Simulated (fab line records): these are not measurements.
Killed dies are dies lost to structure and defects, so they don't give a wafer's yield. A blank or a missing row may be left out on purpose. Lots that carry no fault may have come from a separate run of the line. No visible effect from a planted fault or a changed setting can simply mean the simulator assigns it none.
A struck lot beside a sound one ; flow sky130 ; 15 out of 708 route steps
Sound: the wafers L422.1, L422.3, L422.6. Struck: wafers L435.1, L435.3, L435.4. The cause comes at the end.
For every step that has rows: the tool of each side, followed by ch and its chambers, followed by its first start. Under that, the readings that differ: sound wafers ; struck wafers ; difference of the means ; sigmas: that difference in standard deviations of wafers without a fault.
alike: readings whose means differ by less than 2 such deviations, and words and numbers that are the same on both sides. not compared: withheld readings, readings that some wafer has no value for, bounds like >300 that may hide the same value, and numbers for which the record gives no deviation and whose values overlap.
The two part at a step that has a row with sigmas, a row that says differs or no value, or rows on one side only. When numbers do not overlap yet have no deviation, they are printed without sigmas and do not part them. A reading that every wafer of one side lacks parts them only if that side has two wafers or more.

first, 1 step without rows for these wafers: SKY_LDD_LDN_IMPLANT_11.
SKY_LDD_LDN_STRIP_12: strips in O2/N2.
  sound on plasmaAsher-03 ch 0,1, day 23 05:55; struck on plasmaAsher-02 ch 0,1, day 28 18:32
reading;sound;struck;difference;sigmas
drypumpMotorCurrentA (A);5.8 6.0 6.0;5.0 5.1 4.9;-0.9;-2
  alike: oesProductAu, stripTimeToEndpointS
  not compared: rfHoursCounterH
SKY_LDD_LDN_TW_MEAS_13:
  struck on filmMetro-03, day 28 18:38; sound on filmMetro-02, day 23 06:01
  alike: LDD_LDN_TW
then, 2 steps without rows for these wafers: SKY_LDD_LDN_CLEAN_14 (cleans in SC1/SC2, time 150 s); SKY_SPACER_CVD_00 (deposits Si3N4 from DCS/NH3, target thk 43.1 nm, time 740 s).
SKY_SPACER_THK_MEAS_01:
  struck on filmMetro-01, day 28 19:58; sound on filmMetro-02, day 23 07:20
  alike: SPACER_CVD_00_THK
SKY_SPACER_ETCHBACK_02: etches Si3N4 in CH3F/O2, stops on SiO2, time 46.7 s, target depth 45 nm.
  sound on rieDiel-04 ch 1,3, day 23 07:24; struck on rieDiel-03 ch 0,1,3, day 28 20:01
  alike: drypumpMotorCurrentA, oesProductAu, throttleValvePct
  not compared: rfHoursCounterH
then, 5 steps without rows for these wafers: SKY_POLY_CUT_DEHYDRATE_00 (time 60 s); SKY_POLY_CUT_HMDS_01 (prime time 60 s); SKY_POLY_CUT_COAT_02 (resist thk 60 nm); SKY_POLY_CUT_COAT_03 (resist thk 450 nm); SKY_POLY_CUT_SOFTBAKE_04 (time 90 s).
SKY_POLY_CUT_EXPOSE_05: exposes mask NPCM, target cd 270 nm.
  sound on krfScanner-01 ch 0, day 23 22:04; struck on krfScanner-01 ch 0, day 29 09:16
reading;sound;struck;difference;sigmas
exposureDoseMJCm2;31.975 31.912 32.011;32.216 32.173 32.214;+0.235;+9
  alike: mask
following that, these wafers have no rows for 1 step: SKY_POLY_CUT_PEB_06.
SKY_PAD_OPEN_PROBE_99:
  the record holds rows for the sound wafers here (prober-01, day 45 19:42) but none for the struck ones

== WHERE THEY PART ==
Last at SKY_PAD_OPEN_PROBE_99 as far as this record goes, first at SKY_LDD_LDN_STRIP_12.

WHY: what had been put in by the simulator
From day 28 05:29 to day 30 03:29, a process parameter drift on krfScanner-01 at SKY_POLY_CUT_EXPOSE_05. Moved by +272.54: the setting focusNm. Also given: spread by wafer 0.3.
